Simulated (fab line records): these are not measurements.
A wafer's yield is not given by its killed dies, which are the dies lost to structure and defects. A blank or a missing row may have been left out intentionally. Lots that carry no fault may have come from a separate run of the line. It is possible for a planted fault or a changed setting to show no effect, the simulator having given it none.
The tool behind it: which one? -- flow gf180mcu -- 11 lots, 33 wafers sampled, at 2 steps of a route of 602

== WHAT THE GAUGES SHOWED, per wafer ==
GF_V5_BOW_MEAS_05.
lot,measured,on,V5_BOW (um)
L409,day 26 13:40,film-metro-02,131 136 134
L410,day 27 04:35,film-metro-02,149 134 139
L411,day 27 10:21,film-metro-01,131 126 112
L412,day 27 18:40,film-metro-01,141 135 137
L413,day 27 23:33,film-metro-04,122 120 140
L414,day 28 12:44,film-metro-01,140 147 141
L417,day 29 13:25,film-metro-01,130 132 128
L422,day 30 19:58,film-metro-04,137 130 134
L423,day 31 06:05,film-metro-04,139 127 141
L425,day 31 14:47,film-metro-01,132 134 138
L427,day 32 05:44,film-metro-01,131 119 135

== WHAT TOOL EACH LOT RAN ON (gives the tool, then ch and the chambers of the sampled wafers, and finally the start) ==
lot,GF_V4_CVD_23
L409,"cvd-w-01 ch 0, day 24 15:51"
L410,"cvd-w-02 ch 0,1, day 25 07:23"
L411,"cvd-w-01 ch 0,1, day 25 13:19"
L412,"cvd-w-02 ch 0, day 25 22:02"
L413,"cvd-w-02 ch 0,1, day 26 04:11"
L414,"cvd-w-02 ch 0,1, day 26 16:54"
L417,"cvd-w-02 ch 0,1, day 27 20:23"
L422,"cvd-w-02 ch 0,1, day 29 04:47"
L423,"cvd-w-02 ch 0, day 29 14:15"
L425,"cvd-w-01 ch 0,1, day 29 23:24"
L427,"cvd-w-01 ch 0,1, day 30 15:24"
- GF_V4_CVD_23: deposits W, target thk 350 nm, time 104.9 s.

== THE ANSWER, worked out from the rows above alone ==
Rule: what is usual is taken from the lots themselves. The widest of any qualifying gaps counts: lots, ordered by their means at a reading, are off when they make up no more than a third of the lots, leave a main group of 4 or more, and stand apart from it by 3 or more times the standard deviation of that group's means. Not used: any main group whose means are identical at the precision the tables above print for the reading. A lot without any number at a reading at which 4 lots or more have one is off too. All remaining lots with rows at the step are treated as sound.
No lot is off on any of the readings shown, so nothing can be concluded from this.

== WHAT WAS PUT IN BY THE SIMULATOR ==
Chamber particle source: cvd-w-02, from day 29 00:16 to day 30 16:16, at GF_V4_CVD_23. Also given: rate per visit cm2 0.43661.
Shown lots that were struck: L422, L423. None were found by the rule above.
